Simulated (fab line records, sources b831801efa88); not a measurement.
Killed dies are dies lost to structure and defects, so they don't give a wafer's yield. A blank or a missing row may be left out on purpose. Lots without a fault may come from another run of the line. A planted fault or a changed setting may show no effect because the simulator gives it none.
Which tool did it? | flow gf180mcu | 11 lots, 33 wafers sampled, at 4 steps of a route of 602

WHAT THE GAUGES READ, wafer by wafer
GF_V1_OVL_MEAS_15.
lot  | measured     | on         | V1_OVL (nm)
L307 | day 18 08:40 | overlay-02 | -2 -6 -2
L308 | day 18 18:50 | overlay-01 | 0 -1 0
L310 | day 19 12:47 | overlay-01 | -9 -4 -11
L311 | day 19 21:20 | overlay-02 | 7 -7 6
L318 | day 22 03:28 | overlay-02 | 0 0 -8
L320 | day 22 23:28 | overlay-01 | 39 41 39 37 39 38
L321 | day 23 07:58 | overlay-01 | 40 42 42 38 41 40
L325 | day 24 20:31 | overlay-01 | 4 2 -3
L327 | day 25 03:23 | overlay-02 | -7 -3 -4
L328 | day 25 13:25 | overlay-02 | -2 7 4
L329 | day 25 23:16 | overlay-01 | -1 4 2

WHICH TOOL RAN EACH LOT (tool, then ch and the chambers of the sampled wafers, then the start)
lot  | GF_HV_LDD_STRIP_10                   | GF_SAB_STRIP_13                      | GF_V1_EXPOSE_11
L307 | plasma_asher-04 ch 0,1, day 10 05:10 | plasma_asher-02 ch 1, day 15 06:58   | krf_scanner-01 ch 0, day 17 20:47
L308 | plasma_asher-01 ch 0,1, day 10 13:13 | plasma_asher-03 ch 0,1, day 15 17:25 | krf_scanner-01 ch 0, day 18 06:33
L310 | plasma_asher-01 ch 1, day 11 02:13   | plasma_asher-01 ch 0,1, day 16 09:09 | krf_scanner-01 ch 0, day 19 00:53
L311 | plasma_asher-01 ch 0,1, day 11 08:46 | plasma_asher-02 ch 0,1, day 16 17:37 | krf_scanner-01 ch 0, day 19 09:31
L318 | plasma_asher-02 ch 0,1, day 13 07:28 | plasma_asher-01 ch 0,1, day 18 23:13 | krf_scanner-01 ch 0, day 21 15:48
L320 | plasma_asher-02 ch 0,1, day 13 22:49 | plasma_asher-03 ch 0,1, day 19 20:25 | krf_scanner-01 ch 0, day 22 12:08
L321 | plasma_asher-02 ch 0,1, day 14 06:16 | plasma_asher-01 ch 0,1, day 20 05:05 | krf_scanner-01 ch 0, day 22 20:31
L325 | plasma_asher-02 ch 0,1, day 15 16:55 | plasma_asher-03 ch 0,1, day 21 19:46 | krf_scanner-02 ch 0, day 24 09:29
L327 | plasma_asher-04 ch 1, day 16 01:22   | plasma_asher-02 ch 0,1, day 22 03:43 | krf_scanner-02 ch 0, day 24 16:16
L328 | plasma_asher-04 ch 0,1, day 16 10:40 | plasma_asher-02 ch 0,1, day 22 15:01 | krf_scanner-02 ch 0, day 25 02:51
L329 | plasma_asher-04 ch 0,1, day 16 20:31 | plasma_asher-01 ch 0,1, day 23 00:16 | krf_scanner-02 ch 0, day 25 12:51
- GF_HV_LDD_STRIP_10: strips in O2/N2.
- GF_SAB_STRIP_13: strips in O2/N2.
- GF_V1_EXPOSE_11: exposes mask Via1, target cd 260 nm.

THE ANSWER, worked out from the rows above alone
Rule: what is usual is taken from the lots themselves. Put in order of their means at a reading, lots are off if they are a third of the lots or fewer, leave a main group of 4 or more, and stand apart from it by a gap of 3 or more times the standard deviation of the main group's means; of several such gaps the widest counts. A main group whose means are all the same, to the digits that the tables above print for the reading, isn't used. A lot without any number at a reading at which 4 lots or more have one is off too. The other lots that the step has rows for count as sound.
Off: L320, L321, at GF_V1_OVL_MEAS_15 (V1_OVL). The main group: mean -1 nm, standard deviation 3.4.
A tool fits if, at a process step before that reading, it ran every lot that is off, and no sound lot after the first of them. The gauges at GF_V1_OVL_MEAS_15 are tried like those tools. One fits: krf_scanner-01 at GF_V1_EXPOSE_11. Its last sound lot is L318 (day 21 15:48), its first lot that is off L320 (day 22 12:08): a fault that began between those two fits.

WHAT THE SIMULATOR HAD PUT IN
Scanner matching overlay: krf_scanner-01, from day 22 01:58 on, at GF_V1_EXPOSE_11. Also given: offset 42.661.
Lots struck among those shown: L320, L321. The rule above found the same.
